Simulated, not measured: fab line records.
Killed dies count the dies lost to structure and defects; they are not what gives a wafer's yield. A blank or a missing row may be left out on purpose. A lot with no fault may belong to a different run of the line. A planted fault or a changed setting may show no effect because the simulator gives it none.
Comparing a struck lot with a sound one -- flow sky130 -- 43 out of 708 route steps
Sound: wafers L296.1, L296.4, L296.5. Struck: wafer L305.3 (L305.4, L305.5, from the same lot, were not struck and are left out); the cause is given at the end.
Each step with rows lists, per side, the tool, then ch with its chambers, then its first start. Under that, the readings that differ: sound wafers -- struck wafers -- difference of the means -- sigmas: that difference in standard deviations of wafers without a fault.
alike: readings with means less than 2 such deviations apart, plus words and numbers identical on both sides. not compared: withheld readings, readings lacking a value on some wafer, bounds such as >300 that could conceal the same value, and numbers that have no deviation in the record and whose values overlap.
A row with sigmas, a row that says differs or no value, or rows on one side alone: a step with any of these is where the two part. When numbers do not overlap yet have no deviation, they are printed without sigmas and do not part them. A reading that every wafer of one side lacks parts them only if that side has two wafers or more.

first, 3 steps without rows for these wafers: SKY_VIA2_EXPOSE_09 (exposes mask VIM2, target cd 200 nm); SKY_VIA2_PEB_10; SKY_VIA2_DEVELOP_11 (develop time 60 s).
SKY_VIA2_CD_MEAS_12: the cd target is 200 nm.
  struck on cd-sem-02, day 39 20:19; sound on cd-sem-02, day 36 10:20
  alike: cd-nm
SKY_VIA2_OVL_MEAS_13:
  struck on overlay-01, day 39 20:25; sound on overlay-01, day 36 10:27
  alike: VIA2_OVL
then, 1 step without rows for these wafers: SKY_VIA2_ETCH_14 (etches BARC in N2/H2, stops on SiO2, time 45.9 s, target depth 60 nm).
SKY_VIA2_ETCH_15: etches SiO2 in C4F8/O2/Ar, stops on TiN, target depth 546 nm, time 84 s.
  sound on rie-diel-01 ch 0,2, day 36 10:32; struck on rie-diel-01 ch 2, day 39 20:29
  alike: oes-product-au
  not compared: rf-hours-counter-h
SKY_VIA2_STRIP_16: strips in O2/N2.
  sound on plasma-asher-04 ch 1, day 36 10:36; struck on plasma-asher-03 ch 1, day 39 20:35
  alike: drypump-motor-current-A, oes-product-au, strip-time-to-endpoint-s
  not compared: rf-hours-counter-h
then, 4 steps without rows for these wafers: SKY_VIA2_STRIP_17 (strips in post etch residue remover, time 1200 s); SKY_VIA2_CLEAN_18 (cleans in IPA, time 180 s); SKY_VIA2_CLEAN_19 (cleans in O3/DIW); SKY_VIA2_SPUTTER_20 (material TiN, target thk 20 nm, time 80 s).
SKY_VIA2_CVD_21: deposits W, target thk 420 nm, time 126.4 s.
  sound on cvd-w-02 ch 0,1, day 36 11:15; struck on cvd-w-02 ch 1, day 39 21:14
  alike: heater-power-w
SKY_VIA2_RS_MEAS_22: uses a four-point probe to measure.
  struck on film-metro-03, day 39 21:22; sound on film-metro-02, day 36 11:23
  alike: VIA2_W_RS
SKY_VIA2_THK_MEAS_23: measures by xrf.
  struck on film-metro-03, day 39 21:28; sound on film-metro-02, day 36 11:30
  alike: VIA2_W_THK
then, 1 step without rows for these wafers: SKY_VIA2_CMP_24 (polishes, stops on SiO2, t overpolish 20 s, target thk 0 nm).
SKY_METAL3_SPUTTER_00: material Ti, target thk 15 nm, time 10 s.
  struck on pvd-sputter-02, day 39 21:49; sound on pvd-sputter-01, day 36 11:52
reading,sound,struck,difference,sigmas
cathode-dc-power-W (W),3000.9 3000.9 3000.2,2999.1,-1.6,-3
  alike: throttle-valve-pct
SKY_METAL3_SPUTTER_01: material TiN, target thk 20 nm, time 16.7 s.
  struck on pvd-sputter-02, day 39 21:50; sound on pvd-sputter-01, day 36 11:53
  alike: cathode-dc-power-W, throttle-valve-pct
then, 3 steps without rows for these wafers: SKY_METAL3_SPUTTER_02 (material AlCu, target thk 735 nm, time 39.1 s); SKY_METAL3_SPUTTER_03 (material Ti, target thk 5 nm, time 3.3 s); SKY_METAL3_SPUTTER_04 (material TiN, target thk 70 nm, time 58.3 s).
SKY_CAPM_CVD_00: deposits SiO2, target thk 15.5 nm.
  sound on pecvd-03 ch 1,2, day 36 12:01; struck on pecvd-02 ch 0, day 39 21:58
  alike: heater-power-w
SKY_CAPM_THK_MEAS_01:
  struck on film-metro-02, day 39 22:00; sound on film-metro-02, day 36 12:02
  alike: CAPM_CVD_00_THK
then, 1 step without rows for these wafers: SKY_CAPM_SPUTTER_02 (material TiN, target thk 200 nm, time 164.1 s).
SKY_CAPM_RS_MEAS_03: uses a four-point probe to measure.
  struck on film-metro-03, day 39 22:11; sound on film-metro-03, day 36 12:12
  alike: CAPM_TIN_RS
SKY_CAPM_THK_MEAS_04: measures by xrf.
  struck on film-metro-03, day 39 22:17; sound on film-metro-03, day 36 12:19
  alike: CAPM_TIN_THK
then, 7 steps without rows for these wafers: SKY_CAPM_DEHYDRATE_05 (time 60 s); SKY_CAPM_HMDS_06 (prime time 60 s); SKY_CAPM_COAT_07 (resist thk 1140 nm); SKY_CAPM_SOFTBAKE_08 (time 60 s); SKY_CAPM_EXPOSE_09 (exposes mask CAPM, target cd 1000 nm); SKY_CAPM_PEB_10; SKY_CAPM_DEVELOP_11 (develop time 60 s).
SKY_CAPM_OVL_MEAS_12:
  struck on overlay-02, day 40 21:57; sound on overlay-01, day 37 14:17
  alike: CAPM_OVL
then, 8 steps without rows for these wafers: SKY_CAPM_METAL_ETCH_13 (etches TiN in Cl2/BCl3, stops on SiO2, target depth 220 nm, time 62.9 s); SKY_CAPM_STRIP_14 (strips in O2/N2); SKY_CAPM_STRIP_15 (strips in post etch residue remover, time 1200 s); SKY_CAPM_CLEAN_16 (cleans in IPA, time 180 s); SKY_CAPM_CLEAN_17 (cleans in O3/DIW); SKY_METAL3_DEHYDRATE_05 (time 60 s); SKY_METAL3_HMDS_06 (prime time 60 s); SKY_METAL3_COAT_07 (resist thk 60 nm).
-- the record jumps here: 8 days lie between the struck wafers' starts before and after (it left off in module METAL3 and takes up again in module PAD_OPEN, whose first step shown is number 708 of the route) --
SKY_PAD_OPEN_PROBE_99:
  struck on prober-02, day 48 15:10; sound on prober-01, day 45 22:06
reading,sound,struck,difference,sigmas
defect-limited-yield (%),80.9 80.1 81.1,68.1,-12.6,-7
killed_at_M0_to_M3,48 55 39,107,+60,+9
killed_at_M4_up,5 0 2,6,+4,+2
killed-dies,94 98 93,157,+62,+7
killed-on-rim,14 25 15,28,+10,+3
sort_bin_3_pad_short (%),0.8 1.0 0.8,4.1,+3.2,+8
sort_bin_5_function (%),11.0 11.6 10.8,19.9,+8.8,+6
sort-n-pass,398 394 399,335,-62,-7
sort-yield-pct (%),80.9 80.1 81.1,68.1,-12.6,-7
model.etest.tester.sort-n-pass,398 394 399,335,-62,
model.etest.tester.sort-yield-pct (%),80.89 80.08 81.1,68.09,-12.60,
model.etest.tester.sort_bin_5_pct (%),10.98 11.59 10.77,19.92,+8.81,
model.etest.tester.sort_bin_3_pct (%),0.813 1.016 0.813,4.065,+3.184,
  alike: killed-at-contacts, killed-at-front-end, killed-at-other, killed-open, killed-short, sort_bin_6_memory

## WHERE THEY PART
Earliest at SKY_METAL3_SPUTTER_00; latest, in this record, at SKY_PAD_OPEN_PROBE_99.

WHY: whatever the simulator had introduced
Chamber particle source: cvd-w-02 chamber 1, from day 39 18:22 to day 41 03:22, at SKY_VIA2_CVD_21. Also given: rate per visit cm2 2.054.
